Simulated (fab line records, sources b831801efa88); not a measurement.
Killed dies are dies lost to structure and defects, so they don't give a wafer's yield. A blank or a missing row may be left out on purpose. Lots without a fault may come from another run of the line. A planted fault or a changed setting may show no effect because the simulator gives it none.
A struck lot beside a sound one | flow gf180mcu | 15 steps out of a route of 602
Sound: wafers L781.1, L781.2, L781.3. Struck: wafers L785.2, L785.3, L785.6. The cause comes at the end.
At each step with rows: each side's tool, then ch and its chambers, then its first start. Under that, the readings that differ: sound wafers | struck wafers | difference of the means | sigmas: that difference in standard deviations of wafers without a fault.
alike: readings whose means differ by less than 2 such deviations, and words and numbers that are the same on both sides. not compared: withheld readings, readings that some wafer has no value for, bounds like >300 that may hide the same value, and numbers for which the record gives no deviation and whose values overlap.
The two part at a step that has a row with sigmas, a row that says differs or no value, or rows on one side only. Numbers that don't overlap but have no deviation are shown without sigmas and don't part them. A reading that every wafer of one side lacks parts them only if that side has two wafers or more.

GF_TOP_METAL_SPUTTER_04: material TiN, target thk 25 nm, time 20.8 s.
  sound on pvd_sputter-01, day 29 11:45; struck on pvd_sputter-03, day 31 09:23
  alike: throttle_valve_pct
GF_TOP_METAL_RS_MEAS_05: measures by four-point-probe.
  sound on film_metro-01, day 29 11:47; struck on film_metro-02, day 31 09:26
  alike: TOP_METAL_ALCU_RS
GF_TOP_METAL_THK_MEAS_06: measures by xrf.
  sound on film_metro-01, day 29 11:54; struck on film_metro-02, day 31 09:33
  alike: TOP_METAL_ALCU_THK
then, 7 steps without rows for these wafers: GF_TOP_METAL_DEHYDRATE_07 (time 60 s); GF_TOP_METAL_HMDS_08 (prime time 60 s); GF_TOP_METAL_COAT_09 (resist thk 1500 nm); GF_TOP_METAL_SOFTBAKE_10 (time 60 s); GF_TOP_METAL_EXPOSE_11 (exposes mask MetalTop, target cd 440 nm); GF_TOP_METAL_PEB_12; GF_TOP_METAL_DEVELOP_13 (develop time 60 s).
GF_TOP_METAL_CD_MEAS_14: target cd 440 nm.
  sound on cd_sem-02, day 30 05:47; struck on cd_sem-01, day 32 02:22
  reading    | sound             | struck            | difference | sigmas
  cd_nm (nm) | 435.5 436.8 437.0 | 442.3 440.3 440.8 | +4.7       | +2
GF_TOP_METAL_OVL_MEAS_15:
  sound on overlay-02, day 30 05:55; struck on overlay-02, day 32 02:28
  alike: TOP_METAL_OVL
GF_TOP_METAL_METAL_ETCH_16: etches the open film in Cl2/BCl3, stops on SiO2, target depth 1197 nm, time 199.5 s.
  sound on rie_metal-01 ch 0,1, day 30 05:57; struck on rie_metal-01 ch 1, day 32 02:34
  reading                                        | sound             | struck            | difference | sigmas
  run_length_s (s)                               | 228.0 227.8 227.9 | 234.5 234.9 234.5 | +6.7       | +7
  model.NOVOLAK_of_TOP_METAL_COAT_09.thk_nm (nm) | 1014 1021 1018    | 993.2 1002 1002   | -18.6      |
  alike: drypump_motor_current_A, oes_product_au, rf_fwd_power_W, throttle_valve_pct
  not compared: rf_hours_counter_h
GF_TOP_METAL_STRIP_17: strips in O2/N2.
  sound on plasma_asher-02 ch 0,1, day 30 06:08; struck on plasma_asher-01 ch 1, day 32 02:53
  alike: drypump_motor_current_A, heater_power_w, oes_product_au, strip_time_to_endpoint_s
  not compared: rf_hours_counter_h
GF_PASSIVATION_PROBE_99:
  the record has rows for the struck wafers here (prober-01, day 32 22:30) and none for the sound ones

WHERE THEY PART
First at GF_TOP_METAL_CD_MEAS_14; last, within this record, at GF_PASSIVATION_PROBE_99.

WHY: what the simulator had put in
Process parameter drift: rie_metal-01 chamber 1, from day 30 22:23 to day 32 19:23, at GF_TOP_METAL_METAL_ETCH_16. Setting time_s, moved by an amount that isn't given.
